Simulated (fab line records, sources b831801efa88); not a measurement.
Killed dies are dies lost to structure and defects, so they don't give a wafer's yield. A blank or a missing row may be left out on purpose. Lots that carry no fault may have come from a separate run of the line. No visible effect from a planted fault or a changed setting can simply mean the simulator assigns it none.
Which tool was responsible?	flow sfq_line	7 lots with 21 wafers sampled at 3 steps, on a route of 325 steps

WHAT THE GAUGES READ, wafer by wafer
SFQ_M5_OVL_MEAS_932.
lot	measured	on	M5_OVL (nm)
L294	day 51 08:43	overlay-02	3 2 9
L298	day 66 06:54	overlay-02	8 5 -3
L300	day 66 16:30	overlay-02	-2 5 1
L304	day 67 11:48	overlay-02	-3 -7 -4
L307	day 67 20:20	overlay-02	-7 -3 -1
L311	day 69 04:45	overlay-02	- - -
L314	day 73 06:10	overlay-02	8 12 6

EACH LOT AND THE TOOL THAT RAN IT (in order: tool; ch and the chambers of the sampled wafers; start)
lot	SFQ_TRILAYER_M4_STRIP_STRIP_097	SFQ_TRILAYER_JJ_CE_LITHO_DEVELOP_116
L294	rie_metal-01 ch 0,1, day 50 00:29	litho_track-03 ch 0, day 51 00:04
L298	rie_metal-03 ch 0,1, day 51 11:20	litho_track-02 ch 0, day 61 11:39
L300	rie_metal-03 ch 0,1, day 61 08:31	litho_track-04 ch 0, day 61 20:31
L304	rie_metal-02 ch 0,1, day 62 02:46	litho_track-03 ch 0, day 63 01:46
L307	rie_metal-01 ch 0,1, day 62 09:58	litho_track-04 ch 0, day 63 10:09
L311	rie_metal-01 ch 0, day 62 18:34	litho_track-02, day 64 05:53
L314	rie_metal-03 ch 0,1, day 63 03:58	litho_track-04 ch 0, day 68 13:34
- SFQ_TRILAYER_M4_STRIP_STRIP_097: strips in O2.
- SFQ_TRILAYER_JJ_CE_LITHO_DEVELOP_116: time 60 s.

THE ANSWER, worked out from the rows above alone
Rule: usual is defined by the lots themselves. Put in order of their means at a reading, lots are off if they are a third of the lots or fewer, leave a main group of 4 or more, and stand apart from it by a gap of 3 or more times the standard deviation of the main group's means; of several such gaps the widest counts. A main group whose means are all the same, to the digits that the tables above print for the reading, isn't used. A lot without any number at a reading at which 4 lots or more have one is off too. Where the step has rows for the other lots, those lots are counted as sound.
Off: L311, at SFQ_M5_OVL_MEAS_932 (M5_OVL). Without a number there: L311. The main group: mean 2 nm, standard deviation 4.6.
A tool fits if, at a process step before that reading, it ran every lot that is off, and no sound lot after the first of them. Those tools and the gauges at SFQ_M5_OVL_MEAS_932 are tried in the same way. This does not decide it: 2 tools fit, namely rie_metal-01 at SFQ_TRILAYER_M4_STRIP_STRIP_097 and litho_track-02 at SFQ_TRILAYER_JJ_CE_LITHO_DEVELOP_116.

WHAT HAD BEEN PUT IN BY THE SIMULATOR
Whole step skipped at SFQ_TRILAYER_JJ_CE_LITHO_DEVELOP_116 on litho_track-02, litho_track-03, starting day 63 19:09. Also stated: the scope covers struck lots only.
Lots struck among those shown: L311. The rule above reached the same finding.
